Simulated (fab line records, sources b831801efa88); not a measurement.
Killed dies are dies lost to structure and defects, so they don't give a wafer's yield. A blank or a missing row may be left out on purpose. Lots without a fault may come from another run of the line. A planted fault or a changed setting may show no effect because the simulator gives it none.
Tool commonality check | flow sky130 | 14 lots, 42 wafers sampled

WHY IT WAS OPENED
At SKY_SONOS_TUNNEL_TW_MEAS_12 the reading SONOS_TUNNEL_TW is flagged on 2 of 14 lots. Wafers without a fault read 199.1, standard deviation 2.3.
Rule: a lot is flagged when every wafer of it that has a number lies more than 4 standard deviations from that mean, or none has a number. The other lots count as sound.

lot  | measured     | on            | SONOS_TUNNEL_TW, wafer by wafer | flag
L646 | day 11 12:34 | film_metro-04 | 197.7 195.8 196.6               |
L647 | day 11 17:23 | film_metro-01 | 200.0 197.4 198.5               |
L648 | day 12 00:16 | film_metro-01 | 197.4 196.9 197.7               |
L650 | day 12 14:34 | film_metro-03 | 200.9 202.1 200.8               |
L651 | day 13 03:37 | film_metro-01 | 30.0 30.2 30.4                  | FLAGGED
L652 | day 13 11:10 | film_metro-04 | 29.9 30.1 29.9                  | FLAGGED
L661 | day 16 15:14 | film_metro-03 | 202.4 202.5 202.4               |
L662 | day 16 21:29 | film_metro-03 | 201.7 202.0 202.0               |
L663 | day 17 03:37 | film_metro-04 | 196.0 196.8 195.3               |
L664 | day 17 12:10 | film_metro-01 | 197.9 199.2 197.0               |
L665 | day 18 03:40 | film_metro-01 | 197.4 197.3 197.8               |
L666 | day 18 10:56 | film_metro-04 | 196.1 195.9 196.8               |
L667 | day 18 13:29 | film_metro-01 | 196.9 197.9 196.3               |
L668 | day 19 05:41 | film_metro-03 | 201.7 201.0 200.8               |
The numbers of the flagged lots are 30.1 on average: -169.0 against the usual, or -73 standard deviations.

WHICH TOOL RAN EACH LOT
The record holds 1 process step before the reading, out of a route of 708 steps. In each cell: the tool, then ch and the chambers that the sampled wafers went through, then the start.
lot  | flag    | SKY_VT_ADJUST_PCH_STRIP_09
L646 |         | plasma_asher-03 ch 0,1, day 10 11:52
L647 |         | plasma_asher-02 ch 0,1, day 10 16:50
L648 |         | plasma_asher-02 ch 0, day 10 23:23
L650 |         | plasma_asher-03 ch 0,1, day 11 12:52
L651 | FLAGGED | plasma_asher-04 ch 0,1, day 12 01:44
L652 | FLAGGED | plasma_asher-02 ch 0,1, day 12 09:29
L661 |         | plasma_asher-03 ch 0,1, day 15 11:17
L662 |         | plasma_asher-03 ch 0,1, day 15 16:29
L663 |         | plasma_asher-02 ch 0,1, day 15 21:47
L664 |         | plasma_asher-02 ch 0,1, day 16 07:07
L665 |         | plasma_asher-04 ch 0,1, day 16 21:56
L666 |         | plasma_asher-04 ch 0,1, day 17 04:46
L667 |         | plasma_asher-02 ch 0,1, day 17 06:40
L668 |         | plasma_asher-02 ch 0,1, day 17 22:10
What these steps do:
- SKY_VT_ADJUST_PCH_STRIP_09: strips in O2/N2.
- SKY_SONOS_TUNNEL_TW_MEAS_12

FLAGGED OVER TOTAL, TOOL BY TOOL (the gauges that took the reading come last)
step                        | tool            | lots run | flagged | share of the flagged lots | sound lots run after its first flagged lot
SKY_VT_ADJUST_PCH_STRIP_09  | plasma_asher-02 | 7        | 1       | some                      | 4 (L663,L664,L667,L668)
SKY_VT_ADJUST_PCH_STRIP_09  | plasma_asher-03 | 4        | 0       | none                      | -
SKY_VT_ADJUST_PCH_STRIP_09  | plasma_asher-04 | 3        | 1       | some                      | 2 (L665,L666)
SKY_SONOS_TUNNEL_TW_MEAS_12 | film_metro-01   | 6        | 1       | some                      | 3 (L664,L665,L667)
SKY_SONOS_TUNNEL_TW_MEAS_12 | film_metro-03   | 4        | 0       | none                      | -
SKY_SONOS_TUNNEL_TW_MEAS_12 | film_metro-04   | 4        | 1       | some                      | 2 (L663,L666)

WHAT THE TABLE ALLOWS
No row of the table ran every flagged lot.

WHAT THE SIMULATOR HAD PUT IN
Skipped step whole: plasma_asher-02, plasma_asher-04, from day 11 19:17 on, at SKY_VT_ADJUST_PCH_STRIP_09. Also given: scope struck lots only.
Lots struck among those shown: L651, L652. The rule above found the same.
